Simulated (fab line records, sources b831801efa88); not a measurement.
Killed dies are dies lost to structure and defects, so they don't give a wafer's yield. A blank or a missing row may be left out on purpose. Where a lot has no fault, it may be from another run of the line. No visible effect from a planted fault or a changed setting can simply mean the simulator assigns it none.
A lot that was struck, set against a sound lot + flow sky130 + 43 steps out of a route of 708
Sound: the wafers L579.1, L579.2, L579.4. Wafers L592.1, L592.2, L592.4 were the ones struck. The cause is named last.
Order at every step that has rows: each side's tool, ch and its chambers, its first start. Under that, the readings that differ: sound wafers + struck wafers + difference of the means + sigmas: that difference in standard deviations of wafers without a fault.
alike: words and numbers the same on both sides, and readings whose means are apart by under 2 such deviations; not compared: readings that were withheld, readings missing a value for some wafer, numbers with overlapping values and no deviation given by the record, and bounds like >300 which may hide the same value.
Wherever a step has rows on one side only, a row that says differs or no value, or a row with sigmas, the two part there. Numbers that don't overlap but have no deviation are shown without sigmas and don't part them. Lack of a reading on every wafer of one side parts them only where that side has two or more wafers.

SKY_SONOS_ONO_THK_MEAS_03:
  sound on film metro-01, day 11 16:10; struck on film metro-01, day 17 08:43
| reading                   | sound             | struck            | difference | sigmas |
|---------------------------|-------------------|-------------------|------------|--------|
| SONOS_ONO_CVD_02_THK (nm) | 10.18 10.26 10.20 | 10.67 10.64 10.69 | +0.45      | +3     |
then, 1 step without rows for these wafers: SKY_SONOS_ONO_CVD_04 (deposits SiO2 from SiH4/N2O, target thk 5.7199 nm).
SKY_SONOS_ONO_THK_MEAS_05:
  sound on film metro-02, day 11 17:29; struck on film metro-01, day 17 10:39
  alike: SONOS_ONO_CVD_04_THK
then, 7 steps without rows for these wafers: SKY_SONOS_ONO_DEHYDRATE_06 (time 60 s); SKY_SONOS_ONO_HMDS_07 (prime time 60 s); SKY_SONOS_ONO_COAT_08 (resist thk 1140 nm); SKY_SONOS_ONO_SOFTBAKE_09 (time 60 s); SKY_SONOS_ONO_EXPOSE_10 (exposes mask ONOM, target cd 410 nm); SKY_SONOS_ONO_PEB_11; SKY_SONOS_ONO_DEVELOP_12 (develop time 60 s).
SKY_SONOS_ONO_CD_MEAS_13: the cd target is 410 nm.
  sound on cd sem-01, day 12 16:47; struck on cd sem-01, day 18 15:41
  alike: cd nm
SKY_SONOS_ONO_OVL_MEAS_14:
  sound on overlay-01, day 12 16:55; struck on overlay-02, day 18 15:49
  alike: SONOS_ONO_OVL
SKY_SONOS_ONO_ETCH_15: etches the open film in CHF3/O2, target depth 19.52 nm, time 7.8 s.
  sound on rie diel-03 ch 0,1,3, day 12 16:57; struck on rie diel-03 ch 0,1,3, day 18 15:51
  alike: drypump motor current A, oes product au, throttle valve pct
  not compared: rf hours counter h
then, 1 step without rows for these wafers: SKY_SONOS_ONO_WET_ETCH_16 (etches SiO2 in dHF, target depth 14 nm, time 280 s).
SKY_SONOS_ONO_STRIP_17: strips in O2/N2.
  sound on plasma asher-02 ch 0,1, day 12 17:09; struck on plasma asher-01 ch 0,1, day 18 15:57
| reading                      | sound             | struck            | difference | sigmas |
|------------------------------|-------------------|-------------------|------------|--------|
| strip time to endpoint s (s) | 14.06 14.08 14.08 | 14.19 14.14 14.16 | +0.09      | +2     |
  alike: drypump motor current A, n2 flow sccm, oes product au
  not compared: rf hours counter h
then, 3 steps without rows for these wafers: SKY_SONOS_ONO_WET_ETCH_18 (etches Si3N4 in H3PO4, target depth 15 nm, time 172 s); SKY_GATE_OXIDE_CLEAN_00 (cleans in SC1/SC2, time 150 s); SKY_GATE_OXIDE_OXIDATION_01 (stabilise 600 s, purge 300 s, target thk 10.268 nm).
SKY_GATE_OXIDE_THK_MEAS_02:
  sound on film metro-03, day 12 20:50; struck on film metro-03, day 18 18:08
  alike: GATE_OXIDE_OXIDATION_00_THK
then, 7 steps without rows for these wafers: SKY_GATE_OXIDE_DEHYDRATE_03 (time 60 s); SKY_GATE_OXIDE_HMDS_04 (prime time 60 s); SKY_GATE_OXIDE_COAT_05 (resist thk 1140 nm); SKY_GATE_OXIDE_SOFTBAKE_06 (time 60 s); SKY_GATE_OXIDE_EXPOSE_07 (exposes mask LVOM, target cd 600 nm); SKY_GATE_OXIDE_PEB_08; SKY_GATE_OXIDE_DEVELOP_09 (develop time 60 s).
SKY_GATE_OXIDE_OVL_MEAS_10:
  sound on overlay-01, day 13 21:32; struck on overlay-02, day 20 00:47
  alike: GATE_OXIDE_OVL
then, 2 steps without rows for these wafers: SKY_GATE_OXIDE_IMPLANT_11; SKY_GATE_OXIDE_WET_ETCH_12 (etches SiO2 in dHF, target depth 16.8 nm, time 336 s).
SKY_GATE_OXIDE_STRIP_13: strips in O2/N2.
  sound on plasma asher-04 ch 0,1, day 13 21:55; struck on plasma asher-02 ch 0,1, day 20 01:05
  alike: drypump motor current A, n2 flow sccm, oes product au, strip time to endpoint s
  not compared: rf hours counter h
SKY_GATE_OXIDE_TW_MEAS_14:
  sound on film metro-04, day 13 22:05; struck on film metro-03, day 20 01:11
| reading       | sound             | struck            | difference | sigmas |
|---------------|-------------------|-------------------|------------|--------|
| GATE_OXIDE_TW | 219.8 218.7 219.3 | 226.2 227.3 227.0 | +7.6       | +3     |
then, 3 steps without rows for these wafers: SKY_GATE_OXIDE_CLEAN_15 (cleans in SC1/SC2, time 150 s); SKY_GATE_OXIDE_OXIDATION_16 (stabilise 600 s, purge 300 s, target thk 3.57 nm); SKY_POLY_GATE_CVD_00 (deposits poly-Si, target thk 180 nm, time 720 s).
SKY_POLY_GATE_THK_MEAS_01:
  sound on film metro-02, day 14 02:41; struck on film metro-02, day 20 04:37
| reading                   | sound             | struck            | difference | sigmas |
|---------------------------|-------------------|-------------------|------------|--------|
| POLY_GATE_CVD_00_THK (nm) | 185.3 183.0 182.7 | 180.2 180.3 179.0 | -3.8       | -2     |
then, 7 steps without rows for these wafers: SKY_RES_PROTECT_DEHYDRATE_00 (time 60 s); SKY_RES_PROTECT_HMDS_01 (prime time 60 s); SKY_RES_PROTECT_COAT_02 (resist thk 1140 nm); SKY_RES_PROTECT_SOFTBAKE_03 (time 60 s); SKY_RES_PROTECT_EXPOSE_04 (exposes mask RPM, target cd 1270 nm); SKY_RES_PROTECT_PEB_05; SKY_RES_PROTECT_DEVELOP_06 (develop time 60 s).
-- the record jumps here: 30 days lie between the struck wafers' starts before and after (it left off in module RES_PROTECT and takes up again in module PAD_OPEN, whose first step shown is number 708 of the route) --
SKY_PAD_OPEN_PROBE_99:
  only the struck wafers here have rows in the record (prober-01, day 49 22:10); the sound ones have none

== WHERE THEY PART ==
Earliest at SKY_SONOS_ONO_THK_MEAS_03; latest, in this record, at SKY_PAD_OPEN_PROBE_99.

WHY: what had been put in by the simulator
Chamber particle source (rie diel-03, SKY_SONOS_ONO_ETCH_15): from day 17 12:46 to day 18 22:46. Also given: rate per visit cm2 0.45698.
